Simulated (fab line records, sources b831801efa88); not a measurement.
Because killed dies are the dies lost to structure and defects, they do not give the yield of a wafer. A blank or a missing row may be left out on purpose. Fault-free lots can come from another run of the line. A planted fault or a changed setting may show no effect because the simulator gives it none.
Chamber matching / flow sky130 / 4 sister chambers for SKY_VIA1_ETCH_15 on rieDiel-01
The step etches SiO2 in C4F8/O2/Ar, stops on TiN, target depth 351 nm, time 54 s. 30 wafers are shown with their chamber, then 12 later ones without.

WAFERS PAIRED WITH THEIR CHAMBERS
wafer=L076.2; chamber=2; oesProductAu (a.u.)=0.980
wafer=L076.3; chamber=3; oesProductAu (a.u.)=0.974
wafer=L076.4; chamber=0; oesProductAu (a.u.)=0.983
wafer=L077.1; chamber=0; oesProductAu (a.u.)=0.983
wafer=L077.4; chamber=2; oesProductAu (a.u.)=0.983
wafer=L077.5; chamber=0; oesProductAu (a.u.)=0.989
wafer=L078.1; chamber=2; oesProductAu (a.u.)=0.988
wafer=L078.2; chamber=1; oesProductAu (a.u.)=0.986
wafer=L078.4; chamber=3; oesProductAu (a.u.)=0.976
wafer=L080.2; chamber=0; oesProductAu (a.u.)=0.985
wafer=L080.3; chamber=2; oesProductAu (a.u.)=0.992
wafer=L080.5; chamber=2; oesProductAu (a.u.)=0.995
wafer=L079.1; chamber=1; oesProductAu (a.u.)=0.990
wafer=L079.2; chamber=0; oesProductAu (a.u.)=0.984
wafer=L079.5; chamber=2; oesProductAu (a.u.)=0.987
wafer=L081.3; chamber=1; oesProductAu (a.u.)=0.980
wafer=L081.4; chamber=3; oesProductAu (a.u.)=0.971
wafer=L081.5; chamber=3; oesProductAu (a.u.)=0.972
wafer=L082.3; chamber=3; oesProductAu (a.u.)=0.979
wafer=L082.5; chamber=1; oesProductAu (a.u.)=0.990
wafer=L082.6; chamber=2; oesProductAu (a.u.)=0.973
wafer=L084.1; chamber=1; oesProductAu (a.u.)=0.981
wafer=L084.2; chamber=3; oesProductAu (a.u.)=0.980
wafer=L084.4; chamber=0; oesProductAu (a.u.)=0.987
wafer=L086.3; chamber=0; oesProductAu (a.u.)=0.984
wafer=L086.4; chamber=1; oesProductAu (a.u.)=0.971
wafer=L086.5; chamber=1; oesProductAu (a.u.)=0.985
wafer=L087.1; chamber=3; oesProductAu (a.u.)=0.979
wafer=L087.3; chamber=0; oesProductAu (a.u.)=0.989
wafer=L087.5; chamber=0; oesProductAu (a.u.)=0.976

SIGNATURES (means of the wafers above)
reading=oesProductAu; chamber 0=0.98444; chamber 1=0.98329; chamber 2=0.98543; chamber 3=0.97586; scatter within a chamber=0.00556
Rule: distance of a wafer from a chamber = root of the sum over the readings of ((wafer's reading minus chamber's mean) / reading's scatter) squared. The wafer belongs to the nearest chamber; if the next one is less than 2 further off, it can't be placed. How the scatter is found: for the shown wafers, subtract from each reading the mean of its chamber, square and add these, divide the total by (wafers less chambers), then take the root.

WAFERS MISSING THEIR CHAMBER
wafer=L088.1; oesProductAu (a.u.)=0.978
wafer=L088.3; oesProductAu (a.u.)=0.990
wafer=L088.6; oesProductAu (a.u.)=0.979
wafer=L089.1; oesProductAu (a.u.)=0.974
wafer=L089.2; oesProductAu (a.u.)=0.981
wafer=L089.6; oesProductAu (a.u.)=0.984
wafer=L093.4; oesProductAu (a.u.)=0.995
wafer=L093.5; oesProductAu (a.u.)=0.969
wafer=L093.6; oesProductAu (a.u.)=0.988
wafer=L097.1; oesProductAu (a.u.)=0.980
wafer=L097.2; oesProductAu (a.u.)=0.984
wafer=L097.6; oesProductAu (a.u.)=0.988

EACH ONE'S CHAMBER
wafer=L088.1; from the rows above=can't be placed: 3 or 1 or 0 or 2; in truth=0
wafer=L088.3; from the rows above=can't be placed: 2 or 0 or 1 or 3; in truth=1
wafer=L088.6; from the rows above=can't be placed: 3 or 1 or 0 or 2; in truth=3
wafer=L089.1; from the rows above=can't be placed: 3 or 1 or 0 or 2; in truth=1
wafer=L089.2; from the rows above=can't be placed: 1 or 0 or 2 or 3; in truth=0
wafer=L089.6; from the rows above=can't be placed: 0 or 1 or 2 or 3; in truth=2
wafer=L093.4; from the rows above=can't be placed: 2 or 0 or 1 or 3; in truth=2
wafer=L093.5; from the rows above=can't be placed: 3 or 1 or 0 or 2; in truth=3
wafer=L093.6; from the rows above=can't be placed: 2 or 0 or 1 or 3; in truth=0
wafer=L097.1; from the rows above=can't be placed: 1 or 3 or 0 or 2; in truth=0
wafer=L097.2; from the rows above=can't be placed: 0 or 1 or 2 or 3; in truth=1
wafer=L097.6; from the rows above=can't be placed: 2 or 0 or 1 or 3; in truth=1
Placed correctly: 0 of 12. These rows do not allow placing 12 (true chamber among the candidates in 12). Number placed wrongly: 0.
